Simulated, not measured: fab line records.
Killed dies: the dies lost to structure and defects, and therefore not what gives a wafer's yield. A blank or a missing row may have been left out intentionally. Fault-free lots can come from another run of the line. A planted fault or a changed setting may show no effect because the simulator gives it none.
Which tool is to blame? / flow gf180mcu / 42 wafers from 14 lots sampled at 3 of the route's 602 steps

WHAT THE GAUGES SHOWED, per wafer
GF_VT_IMPLANT_RS_MEAS_46: the measuring method here is four-point-probe. Usual: MVSD_RS gives 456.4 ohm/sq (standard deviation 1.3).
lot=L835; measured=day 7 16:05; on=film_metro-01; MVSD_RS (ohm/sq)=455.5 456.1 456.9; flag=
lot=L836; measured=day 7 22:21; on=film_metro-04; MVSD_RS (ohm/sq)=456.6 456.7 456.2; flag=
lot=L838; measured=day 8 13:24; on=film_metro-04; MVSD_RS (ohm/sq)=457.7 457.7 458.0; flag=
lot=L842; measured=day 9 10:40; on=film_metro-04; MVSD_RS (ohm/sq)=444.1 443.5 445.2 444.5 443.0 444.2; flag=OFF
lot=L843; measured=day 9 17:07; on=film_metro-03; MVSD_RS (ohm/sq)=441.8 442.4 442.6 442.3 442.8 441.3; flag=OFF
lot=L848; measured=day 11 04:42; on=film_metro-04; MVSD_RS (ohm/sq)=458.8 458.1 458.1; flag=
lot=L850; measured=day 11 18:11; on=film_metro-01; MVSD_RS (ohm/sq)=454.0 454.1 454.8; flag=
lot=L851; measured=day 12 00:49; on=film_metro-01; MVSD_RS (ohm/sq)=455.8 456.0 455.8; flag=
lot=L852; measured=day 12 06:36; on=film_metro-03; MVSD_RS (ohm/sq)=457.1 459.1 457.5; flag=
lot=L853; measured=day 12 13:07; on=film_metro-01; MVSD_RS (ohm/sq)=455.4 455.2 455.3; flag=
lot=L854; measured=day 12 21:13; on=film_metro-03; MVSD_RS (ohm/sq)=458.1 455.5 455.3; flag=
lot=L856; measured=day 13 07:33; on=film_metro-01; MVSD_RS (ohm/sq)=454.9 454.3 455.0; flag=
lot=L857; measured=day 13 18:14; on=film_metro-01; MVSD_RS (ohm/sq)=455.6 455.9 457.0; flag=
lot=L858; measured=day 14 05:11; on=film_metro-01; MVSD_RS (ohm/sq)=455.5 455.5 456.0; flag=

GF_VT_IMPLANT_RS_MEAS_47: the measuring method here is four-point-probe. Usual: NWELL_RS gives 487.3 ohm/sq (standard deviation 1.3).
lot=L835; measured=day 7 16:13; on=film_metro-01; NWELL_RS (ohm/sq)=486.4 486.1 485.0; flag=
lot=L836; measured=day 7 22:28; on=film_metro-04; NWELL_RS (ohm/sq)=485.8 485.3 485.4; flag=
lot=L838; measured=day 8 13:31; on=film_metro-04; NWELL_RS (ohm/sq)=490.1 489.5 489.4; flag=
lot=L842; measured=day 9 14:23; on=film_metro-04; NWELL_RS (ohm/sq)=487.5 488.8 488.4; flag=
lot=L843; measured=day 9 19:58; on=film_metro-03; NWELL_RS (ohm/sq)=487.9 488.9 488.9; flag=
lot=L848; measured=day 11 04:49; on=film_metro-04; NWELL_RS (ohm/sq)=489.4 490.4 489.3; flag=
lot=L850; measured=day 11 18:19; on=film_metro-01; NWELL_RS (ohm/sq)=487.0 487.4 486.6; flag=
lot=L851; measured=day 12 00:56; on=film_metro-01; NWELL_RS (ohm/sq)=486.6 486.8 488.3; flag=
lot=L852; measured=day 12 06:43; on=film_metro-03; NWELL_RS (ohm/sq)=487.6 488.0 487.4; flag=
lot=L853; measured=day 12 13:14; on=film_metro-01; NWELL_RS (ohm/sq)=488.8 488.1 486.8; flag=
lot=L854; measured=day 12 21:20; on=film_metro-03; NWELL_RS (ohm/sq)=486.8 486.4 485.7; flag=
lot=L856; measured=day 13 07:40; on=film_metro-01; NWELL_RS (ohm/sq)=487.5 488.2 487.8; flag=
lot=L857; measured=day 13 18:22; on=film_metro-01; NWELL_RS (ohm/sq)=485.5 486.5 487.0; flag=
lot=L858; measured=day 14 05:18; on=film_metro-01; NWELL_RS (ohm/sq)=487.3 488.0 487.1; flag=

EACH LOT AND THE TOOL THAT RAN IT (in order: tool; ch and the chambers of the sampled wafers; start)
lot=L835; GF_MVSD_IMPLANT_09=implanter-04 ch 0, day 4 12:50
lot=L836; GF_MVSD_IMPLANT_09=implanter-02 ch 0, day 4 18:08
lot=L838; GF_MVSD_IMPLANT_09=implanter-02 ch 0, day 5 07:50
lot=L842; GF_MVSD_IMPLANT_09=implanter-04 ch 0, day 6 02:17
lot=L843; GF_MVSD_IMPLANT_09=implanter-04 ch 0, day 6 08:23
lot=L848; GF_MVSD_IMPLANT_09=implanter-03 ch 0, day 7 14:00
lot=L850; GF_MVSD_IMPLANT_09=implanter-02 ch 0, day 8 02:52
lot=L851; GF_MVSD_IMPLANT_09=implanter-03 ch 0, day 8 07:20
lot=L852; GF_MVSD_IMPLANT_09=implanter-02 ch 0, day 8 13:26
lot=L853; GF_MVSD_IMPLANT_09=implanter-04 ch 0, day 8 19:25
lot=L854; GF_MVSD_IMPLANT_09=implanter-03 ch 0, day 8 23:31
lot=L856; GF_MVSD_IMPLANT_09=implanter-02 ch 0, day 9 10:02
lot=L857; GF_MVSD_IMPLANT_09=implanter-03 ch 0, day 9 17:59
lot=L858; GF_MVSD_IMPLANT_09=implanter-04 ch 0, day 9 22:31
- GF_MVSD_IMPLANT_09

WHAT THE TOOLS THEMSELVES READ (means of the sampled wafers that have a number; where no wafer has one, the mark that the record gives instead)
GF_MVSD_IMPLANT_09. Usual: beam_on_s 10.02 s, standard deviation 0.21; faraday_current_uA 28.2, standard deviation 0.58.
lot=L835; tool=implanter-04; beam_on_s (s)=9.97; faraday_current_uA=28.3; flag=
lot=L836; tool=implanter-02; beam_on_s (s)=9.79; faraday_current_uA=28.9; flag=
lot=L838; tool=implanter-02; beam_on_s (s)=10.10; faraday_current_uA=28.0; flag=
lot=L842; tool=implanter-04; beam_on_s (s)=12.23; faraday_current_uA=23.1; flag=OFF
lot=L843; tool=implanter-04; beam_on_s (s)=11.82; faraday_current_uA=23.9; flag=OFF
lot=L848; tool=implanter-03; beam_on_s (s)=9.93; faraday_current_uA=28.4; flag=
lot=L850; tool=implanter-02; beam_on_s (s)=9.96; faraday_current_uA=28.3; flag=
lot=L851; tool=implanter-03; beam_on_s (s)=10.05; faraday_current_uA=28.1; flag=
lot=L852; tool=implanter-02; beam_on_s (s)=9.84; faraday_current_uA=28.6; flag=
lot=L853; tool=implanter-04; beam_on_s (s)=10.17; faraday_current_uA=27.7; flag=
lot=L854; tool=implanter-03; beam_on_s (s)=10.07; faraday_current_uA=28.1; flag=
lot=L856; tool=implanter-02; beam_on_s (s)=9.98; faraday_current_uA=28.2; flag=
lot=L857; tool=implanter-03; beam_on_s (s)=9.92; faraday_current_uA=28.6; flag=
lot=L858; tool=implanter-04; beam_on_s (s)=9.99; faraday_current_uA=28.3; flag=

THE ANSWER, worked out from the rows above alone
Rule: a lot is off if the mean of its wafers that have a number lies more than 3 standard deviations from the usual mean. A lot without any number at a reading at which 4 lots or more have one is off too. Where the step has rows for the other lots, those lots are counted as sound. First the gauges in route order, then the tools' own readings, where a lot's mean is used as printed above. At the first step where some lot is off, the reading lying furthest off is the one used; lots without a number count as furthest.
Off: at GF_VT_IMPLANT_RS_MEAS_46 (MVSD_RS), L842, L843.
A tool fits if, at a process step before that reading, it ran every lot that is off, and no sound lot after the first of them. Not tried: the gauges at GF_VT_IMPLANT_RS_MEAS_46; whatever is off there is also off at GF_MVSD_IMPLANT_09, on other tools, and gauge error can't account for it. Of those tried, none fits.

WHAT THE SIMULATOR HAD INSERTED
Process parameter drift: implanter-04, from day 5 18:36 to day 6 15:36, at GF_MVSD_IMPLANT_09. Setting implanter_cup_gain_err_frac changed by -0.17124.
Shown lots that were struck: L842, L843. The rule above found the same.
